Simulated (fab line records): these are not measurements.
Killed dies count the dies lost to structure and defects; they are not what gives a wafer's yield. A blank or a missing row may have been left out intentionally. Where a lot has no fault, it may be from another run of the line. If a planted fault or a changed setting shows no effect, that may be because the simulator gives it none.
Which tool was responsible? | flow gf180mcu | 14 lots with 42 wafers sampled at 4 steps, on a route of 602 steps

## WHAT EACH GAUGE READ, for each wafer
GF_M4_CD_MEAS_14: the cd target is 280 nm.
lot  | measured     | on        | cd_nm (nm)
L782 | day 24 03:19 | cd_sem-01 | 278.1 278.6 277.7
L783 | day 24 04:30 | cd_sem-01 | 277.5 279.5 277.7
L784 | day 24 17:25 | cd_sem-01 | 277.8 278.5 278.1
L785 | day 25 05:25 | cd_sem-01 | 280.6 280.3 280.0
L787 | day 25 17:43 | cd_sem-02 | 280.0 280.4 279.8
L788 | day 26 04:12 | cd_sem-02 | 279.6 279.7 279.7
L789 | day 26 12:08 | cd_sem-01 | 278.5 278.9 279.0
L790 | day 26 20:07 | cd_sem-02 | 279.4 278.8 279.4
L791 | day 27 11:27 | cd_sem-01 | 280.2 279.8 278.4
L792 | day 27 09:28 | cd_sem-01 | 283.4 282.7 281.8
L794 | day 28 03:37 | cd_sem-02 | 282.7 280.9 282.0
L795 | day 28 16:02 | cd_sem-02 | 281.3 282.1 281.4
L799 | day 29 10:43 | cd_sem-02 | 280.6 280.9 281.8
L803 | day 30 13:16 | cd_sem-01 | 279.4 280.0 279.4

## WHICH TOOL RAN EACH LOT (tool, then ch and the chambers of the sampled wafers, then the start)
lot  | GF_STI_CLEAN_19                | GF_M4_SPUTTER_01             | GF_M4_SPUTTER_02
L782 | wet_bench-01 ch 1, day 2 12:15 | pvd_sputter-01, day 23 04:37 | pvd_sputter-01, day 23 04:39
L783 | wet_bench-01 ch 1, day 2 17:22 | pvd_sputter-03, day 23 06:37 | pvd_sputter-03, day 23 06:38
L784 | wet_bench-02 ch 0, day 2 22:10 | pvd_sputter-01, day 23 19:19 | pvd_sputter-01, day 23 19:20
L785 | wet_bench-01 ch 1, day 3 03:25 | pvd_sputter-01, day 24 08:11 | pvd_sputter-01, day 24 08:13
L787 | wet_bench-04 ch 3, day 3 13:41 | pvd_sputter-01, day 24 20:25 | pvd_sputter-01, day 24 20:26
L788 | wet_bench-01 ch 1, day 3 19:01 | pvd_sputter-03, day 25 06:32 | pvd_sputter-03, day 25 06:34
L789 | wet_bench-04 ch 2, day 4 00:43 | pvd_sputter-04, day 25 15:02 | pvd_sputter-04, day 25 15:04
L790 | wet_bench-01 ch 2, day 4 05:25 | pvd_sputter-01, day 25 22:35 | pvd_sputter-01, day 25 22:37
L791 | wet_bench-01 ch 0, day 4 11:19 | pvd_sputter-04, day 26 14:56 | pvd_sputter-04, day 26 14:58
L792 | wet_bench-04 ch 1, day 4 14:58 | pvd_sputter-01, day 26 13:31 | pvd_sputter-01, day 26 13:34
L794 | wet_bench-02 ch 2, day 5 02:46 | pvd_sputter-04, day 27 07:43 | pvd_sputter-04, day 27 07:44
L795 | wet_bench-01 ch 1, day 5 09:07 | pvd_sputter-04, day 27 20:45 | pvd_sputter-04, day 27 20:47
L799 | wet_bench-01 ch 1, day 6 03:07 | pvd_sputter-03, day 28 15:55 | pvd_sputter-03, day 28 15:56
L803 | wet_bench-01 ch 0, day 7 00:55 | pvd_sputter-04, day 29 19:10 | pvd_sputter-04, day 29 19:12
- GF_STI_CLEAN_19: cleans in dHF, time 20 s.
- GF_M4_SPUTTER_01: material TiN, target thk 30 nm, time 25 s.
- GF_M4_SPUTTER_02: material AlCu, target thk 450 nm, time 23.9 s.

## WHAT THE TOOLS THEMSELVES READ (means of the sampled wafers that have a number; where no wafer has one, the mark that the record gives instead)
GF_M4_SPUTTER_01.
lot  | tool           | cathode_dc_power_W (W) | chamber_pressure_pa (Pa) | throttle_valve_pct (%)
L782 | pvd_sputter-01 | 6500.6                 | 0.3991                   | 30.7
L783 | pvd_sputter-03 | 6500.6                 | 0.3997                   | 31.2
L784 | pvd_sputter-01 | 6499.8                 | 0.4005                   | 30.6
L785 | pvd_sputter-01 | 6500.4                 | 0.4002                   | 30.5
L787 | pvd_sputter-01 | 6499.8                 | 0.4001                   | 30.1
L788 | pvd_sputter-03 | 6499.8                 | 0.4003                   | 29.9
L789 | pvd_sputter-04 | 6500.0                 | 0.3994                   | 29.7
L790 | pvd_sputter-01 | 6498.9                 | 0.4001                   | 30.4
L791 | pvd_sputter-04 | 6499.8                 | 0.3994                   | 30.1
L792 | pvd_sputter-01 | 6499.4                 | 0.4011                   | 30.7
L794 | pvd_sputter-04 | 6500.8                 | 0.3997                   | 29.6
L795 | pvd_sputter-04 | 6500.5                 | 0.4003                   | 30.2
L799 | pvd_sputter-03 | 6500.9                 | 0.4006                   | 29.5
L803 | pvd_sputter-04 | 6500.2                 | 0.4003                   | 30.2

GF_M4_SPUTTER_02.
lot  | tool           | cathode_dc_power_W (W) | chamber_pressure_pa (Pa) | throttle_valve_pct (%)
L782 | pvd_sputter-01 | 10600                  | 0.3993                   | 30.6
L783 | pvd_sputter-03 | 10600                  | 0.4003                   | 31.2
L784 | pvd_sputter-01 | 10602                  | 0.4000                   | 30.4
L785 | pvd_sputter-01 | 10599                  | 0.4006                   | 30.5
L787 | pvd_sputter-01 | 10598                  | 0.3994                   | 30.2
L788 | pvd_sputter-03 | 10600                  | 0.3993                   | 29.9
L789 | pvd_sputter-04 | 10600                  | 0.4001                   | 29.6
L790 | pvd_sputter-01 | 10599                  | 0.3994                   | 30.5
L791 | pvd_sputter-04 | 10599                  | 0.4005                   | 30.1
L792 | pvd_sputter-01 | 10600                  | 0.4000                   | 30.6
L794 | pvd_sputter-04 | 10601                  | 0.4001                   | 29.8
L795 | pvd_sputter-04 | 10599                  | 0.4007                   | 30.2
L799 | pvd_sputter-03 | 10601                  | 0.3991                   | 29.3
L803 | pvd_sputter-04 | 10601                  | 0.4002                   | 30.1

## THE ANSWER, worked out from the rows above alone
Rule: what is usual is taken from the lots themselves. Put in order of their means at a reading, lots are off if they are a third of the lots or fewer, leave a main group of 4 or more, and stand apart from it by a gap of 3 or more times the standard deviation of the main group's means; of several such gaps the widest counts. If all means in a main group match to the digits the tables above print for the reading, that group is not used. A lot without any number at a reading at which 4 lots or more have one is off too. The other lots that the step has rows for count as sound. Order of review: gauges by route order, followed by the tools' own readings, for which a lot's mean as printed above is used. At the first step where some lot is off, the reading lying furthest off is the one used; lots without a number count as furthest.
Nothing can be told from this: no lot is off at any reading shown.

## WHAT WAS PUT IN BY THE SIMULATOR
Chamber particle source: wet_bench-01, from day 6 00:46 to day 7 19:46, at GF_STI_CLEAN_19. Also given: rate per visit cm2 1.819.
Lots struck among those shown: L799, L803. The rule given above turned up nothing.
